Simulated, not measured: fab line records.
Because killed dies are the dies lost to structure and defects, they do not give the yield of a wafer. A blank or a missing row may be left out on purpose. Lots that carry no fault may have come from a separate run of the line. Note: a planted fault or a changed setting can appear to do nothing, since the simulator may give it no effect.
What tool caused it? | flow sfqLine | 39 wafers from 13 lots sampled at 6 of the route's 325 steps

## WHAT EACH GAUGE READ, for each wafer
SFQ_M8_THK_MEAS_950: measures by xrf. Usual: M8_AU_THK typically reads 182.6 nm, with standard deviation 2.7.
lot  | measured     | on           | M8_AU_THK (nm)    | flag
L428 | day 86 13:52 | filmMetro-04 | 180.9 180.9 181.0 | 
L430 | day 88 03:35 | filmMetro-03 | 184.8 185.1 186.3 | 
L431 | day 88 04:47 | filmMetro-03 | 182.5 181.6 181.2 | 
L432 | day 89 08:40 | filmMetro-03 | 183.5 183.5 184.0 | 
L433 | day 89 13:26 | filmMetro-02 | 181.8 181.7 182.5 | 
L435 | day 89 21:50 | filmMetro-03 | 186.7 185.7 185.6 | 
L436 | day 90 00:14 | filmMetro-03 | 188.2 186.4 186.5 | 
L437 | day 90 03:58 | filmMetro-02 | 183.3 182.1 183.4 | 
L438 | day 90 07:34 | filmMetro-02 | 183.7 185.5 184.4 | 
L445 | day 91 12:23 | filmMetro-03 | 184.0 181.5 183.9 | 
L446 | day 92 20:53 | filmMetro-03 | 183.4 184.5 185.3 | 
L448 | day 93 03:34 | filmMetro-04 | 180.3 180.3 182.7 | 
L450 | day 93 11:58 | filmMetro-03 | 183.5 183.2 185.1 | 

## TOOL THAT RAN EACH LOT (tool first, then ch and the chambers of the sampled wafers, then the start)
lot  | SFQ_TRILAYER_L0_BARC_OPEN_METAL_ETCH_010 | SFQ_TRILAYER_I1_CMP_CMP_046   | SFQ_TRILAYER_I1_METRO_MEASURE_047 | SFQ_TRILAYER_I1_VIA_ETCH_VIA_ETCH_052 | SFQ_TRILAYER_R5_STRIP_STRIP_140
L428 | rieMetal-03 ch 0,1, day 4 04:37          | cmp-01 ch 0,2,3, day 21 04:04 | filmMetro-04, day 21 07:23        | rieDiel-01 ch 1,3, day 28 01:35       | rieMetal-02 ch 0,1, day 62 13:58
L430 | rieMetal-03 ch 0, day 4 11:50            | cmp-01 ch 0,1,3, day 22 04:59 | filmMetro-04, day 22 07:49        | rieDiel-03 ch 1,3, day 28 18:59       | rieMetal-03 ch 0,1, day 63 00:46
L431 | rieMetal-04 ch 0,1, day 4 16:38          | cmp-02 ch 0,2,3, day 22 11:16 | filmMetro-01, day 22 13:35        | rieDiel-01 ch 0,1, day 29 00:59       | rieMetal-03 ch 0,1, day 65 06:24
L432 | rieMetal-03 ch 0, day 4 20:17            | cmp-02 ch 1,2,3, day 22 19:05 | filmMetro-02, day 22 21:18        | rieDiel-03 ch 1,2,3, day 29 09:35     | rieMetal-03 ch 0,1, day 65 10:12
L433 | rieMetal-04 ch 0,1, day 5 02:14          | cmp-02 ch 0,1,2, day 23 10:58 | filmMetro-01, day 23 14:05        | rieDiel-01 ch 0,1,2, day 30 01:02     | rieMetal-04 ch 0,1, day 65 11:12
L435 | rieMetal-03 ch 0,1, day 5 13:47          | cmp-01 ch 0,1,3, day 25 12:40 | filmMetro-01, day 25 15:17        | rieDiel-03 ch 1,3, day 31 08:31       | rieMetal-02 ch 0,1, day 65 23:27
L436 | rieMetal-04 ch 0,1, day 5 17:23          | cmp-01 ch 0,3, day 25 18:50   | filmMetro-01, day 25 21:57        | rieDiel-01 ch 0,1,3, day 31 12:07     | rieMetal-04 ch 0,1, day 66 12:57
L437 | rieMetal-03 ch 0,1, day 5 20:59          | cmp-02 ch 0,2,3, day 26 10:42 | filmMetro-02, day 26 14:01        | rieDiel-04 ch 0,1,3, day 32 03:06     | rieMetal-03 ch 0,1, day 66 14:09
L438 | rieMetal-03 ch 0,1, day 6 05:28          | cmp-01 ch 0,2, day 26 20:39   | filmMetro-02, day 26 23:28        | rieDiel-03 ch 0,2,3, day 32 11:30     | rieMetal-02 ch 0,1, day 66 15:21
L445 | rieMetal-04 ch 0,1, day 8 00:35          | cmp-02 ch 1,2, day 27 09:21   | filmMetro-01, day 27 13:04        | rieDiel-03 ch 1,2, day 33 01:54       | rieMetal-04 ch 0,1, day 67 22:58
L446 | rieMetal-04 ch 0,1, day 8 06:07          | cmp-01 ch 0,2,3, day 27 11:09 | filmMetro-02, day 27 14:28        | rieDiel-04 ch 1,2,3, day 33 03:06     | rieMetal-02 ch 0,1, day 71 15:07
L448 | rieMetal-01 ch 0, day 8 18:07            | cmp-01 ch 0,2,3, day 27 14:39 | filmMetro-02, day 27 17:28        | rieDiel-01 ch 1,2,3, day 33 07:13     | rieMetal-03 ch 0,1, day 71 19:55
L450 | rieMetal-03 ch 0,1, day 9 08:31          | cmp-01 ch 0,1,3, day 27 17:09 | filmMetro-04, day 27 20:16        | rieDiel-03 ch 1,2,3, day 33 10:49     | rieMetal-02 ch 0,1, day 71 22:19
- SFQ_TRILAYER_L0_BARC_OPEN_METAL_ETCH_010: etches BARC in O2, target depth 125 nm, time 41.7 s.
- SFQ_TRILAYER_I1_CMP_CMP_046: polishes SiO2.
- SFQ_TRILAYER_I1_METRO_MEASURE_047
- SFQ_TRILAYER_I1_VIA_ETCH_VIA_ETCH_052: etches SiO2 in CHF3, stops on Nb, target depth 260 nm.
- SFQ_TRILAYER_R5_STRIP_STRIP_140: strips in O2.

## AS READ BY THE TOOLS THEMSELVES (means over the sampled wafers that have a number; for cases with no such wafer, the mark the record gives instead)
SFQ_TRILAYER_L0_BARC_OPEN_METAL_ETCH_010. Usual: drypumpMotorCurrentA 5.9 A, standard deviation 0.33; oesProductAu 0.685 a.u., standard deviation 0.0048.
lot  | tool        | drypumpMotorCurrentA (A) | oesProductAu (a.u.) | flag
L428 | rieMetal-03 | 6.0                      | 0.687               | 
L430 | rieMetal-03 | 5.4                      | 0.684               | 
L431 | rieMetal-04 | 6.1                      | 0.687               | 
L432 | rieMetal-03 | 5.5                      | 0.693               | 
L433 | rieMetal-04 | 5.9                      | 0.682               | 
L435 | rieMetal-03 | 5.7                      | 0.685               | 
L436 | rieMetal-04 | 5.9                      | 0.684               | 
L437 | rieMetal-03 | 6.0                      | 0.681               | 
L438 | rieMetal-03 | 6.0                      | 0.684               | 
L445 | rieMetal-04 | 5.8                      | 0.687               | 
L446 | rieMetal-04 | 5.9                      | 0.684               | 
L448 | rieMetal-01 | 5.8                      | 0.687               | 
L450 | rieMetal-03 | 5.7                      | 0.685               | 

SFQ_TRILAYER_I1_CMP_CMP_046. Usual: motorCurrentA 10.4 A, standard deviation 1.3; timeToEndpointS 217 s, standard deviation 6.7.
lot  | tool   | motorCurrentA (A) | timeToEndpointS (s) | flag
L428 | cmp-01 | 10.3              | 216                 | 
L430 | cmp-01 | 10.3              | 217                 | 
L431 | cmp-02 | 11.1              | 208                 | 
L432 | cmp-02 | 9.6               | 218                 | 
L433 | cmp-02 | 10.4              | 217                 | 
L435 | cmp-01 | 10.0              | 220                 | 
L436 | cmp-01 | 10.4              | 221                 | 
L437 | cmp-02 | 10.8              | 212                 | 
L438 | cmp-01 | 11.3              | 207                 | 
L445 | cmp-02 | 9.7               | 239                 | OFF
L446 | cmp-01 | 10.4              | 220                 | 
L448 | cmp-01 | 10.2              | 218                 | 
L450 | cmp-01 | 10.2              | 216                 | 

SFQ_TRILAYER_I1_METRO_MEASURE_047. Usual: 200.4 nm for thkNm, sd 0.89.
lot  | tool         | thkNm (nm) | flag
L428 | filmMetro-04 | 200.3      | 
L430 | filmMetro-04 | 200.3      | 
L431 | filmMetro-01 | 199.1      | 
L432 | filmMetro-02 | 199.6      | 
L433 | filmMetro-01 | 199.4      | 
L435 | filmMetro-01 | 200.2      | 
L436 | filmMetro-01 | 199.2      | 
L437 | filmMetro-02 | 199.3      | 
L438 | filmMetro-02 | 200.0      | 
L445 | filmMetro-01 | 236.0      | OFF
L446 | filmMetro-02 | 199.7      | 
L448 | filmMetro-02 | 201.1      | 
L450 | filmMetro-04 | 200.3      | 

SFQ_TRILAYER_I1_VIA_ETCH_VIA_ETCH_052. Usual: drypumpMotorCurrentA 5.8 A, standard deviation 0.5; oesProductAu 0.856 a.u., standard deviation 0.005.
lot  | tool       | drypumpMotorCurrentA (A) | oesProductAu (a.u.) | flag
L428 | rieDiel-01 | 6.5                      | 0.856               | 
L430 | rieDiel-03 | 5.2                      | 0.853               | 
L431 | rieDiel-01 | 6.1                      | 0.852               | 
L432 | rieDiel-03 | 5.6                      | 0.856               | 
L433 | rieDiel-01 | 5.7                      | 0.848               | 
L435 | rieDiel-03 | 5.4                      | 0.860               | 
L436 | rieDiel-01 | 6.2                      | 0.854               | 
L437 | rieDiel-04 | 5.9                      | 0.854               | 
L438 | rieDiel-03 | 5.6                      | 0.854               | 
L445 | rieDiel-03 | 6.1                      | 0.899               | OFF
L446 | rieDiel-04 | 5.8                      | 0.852               | 
L448 | rieDiel-01 | 6.0                      | 0.856               | 
L450 | rieDiel-03 | 5.6                      | 0.856               | 

SFQ_TRILAYER_R5_STRIP_STRIP_140. Usual: drypumpMotorCurrentA 6.2 A, standard deviation 0.46; oesProductAu 0.998 a.u., standard deviation 0.0076; platenTempC 40.00 C, standard deviation 0.13.
lot  | tool        | drypumpMotorCurrentA (A) | oesProductAu (a.u.) | platenTempC (C) | flag
L428 | rieMetal-02 | 6.7                      | 1.000               | 39.99           | 
L430 | rieMetal-03 | 6.0                      | 0.992               | 39.91           | 
L431 | rieMetal-03 | 6.0                      | 1.004               | 40.09           | 
L432 | rieMetal-03 | 6.0                      | 0.995               | 40.06           | 
L433 | rieMetal-04 | 6.1                      | 1.000               | 40.06           | 
L435 | rieMetal-02 | 6.5                      | 0.998               | 40.12           | 
L436 | rieMetal-04 | 5.9                      | 0.995               | 40.09           | 
L437 | rieMetal-03 | 6.0                      | 0.991               | 39.93           | 
L438 | rieMetal-02 | 6.7                      | 1.002               | 39.98           | 
L445 | rieMetal-04 | 5.9                      | 1.007               | 39.99           | 
L446 | rieMetal-02 | 6.5                      | 0.998               | 39.92           | 
L448 | rieMetal-03 | 5.7                      | 0.988               | 40.07           | 
L450 | rieMetal-02 | 6.7                      | 0.997               | 40.11           | 

## THE ANSWER, worked out from the rows above alone
Rule: lot off if the mean of its wafers having a number is beyond 3 standard deviations from the usual mean. A lot without any number at a reading at which 4 lots or more have one is off too. Any other lot the step has rows for is counted as sound. Order of review: gauges by route order, followed by the tools' own readings, for which a lot's mean as printed above is used. At the first step where some lot is off, the reading lying furthest off is the one used; lots without a number count as furthest.
Off, at SFQ_TRILAYER_I1_CMP_CMP_046 on timeToEndpointS: L445.
If a tool, at that step or one of the process steps before it, ran each lot that is off and ran no sound lot following the first of them, it fits. One candidate fits, namely cmp-02 at SFQ_TRILAYER_I1_CMP_CMP_046. A fault onset in the window from L437 (day 26 10:42, its last sound lot) to L445 (day 27 09:21, its first lot off) fits.
The tool's own readings at SFQ_TRILAYER_I1_CMP_CMP_046 bear it out: on the lots that are off they differ by more than 5 times the standard deviation of the sound lots' means. timeToEndpointS reads 239 s there against 216 s on the sound lots.

## WHAT HAD BEEN PUT IN BY THE SIMULATOR
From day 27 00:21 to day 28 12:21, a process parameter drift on cmp-02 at SFQ_TRILAYER_I1_CMP_CMP_046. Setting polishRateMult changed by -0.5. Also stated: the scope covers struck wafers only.
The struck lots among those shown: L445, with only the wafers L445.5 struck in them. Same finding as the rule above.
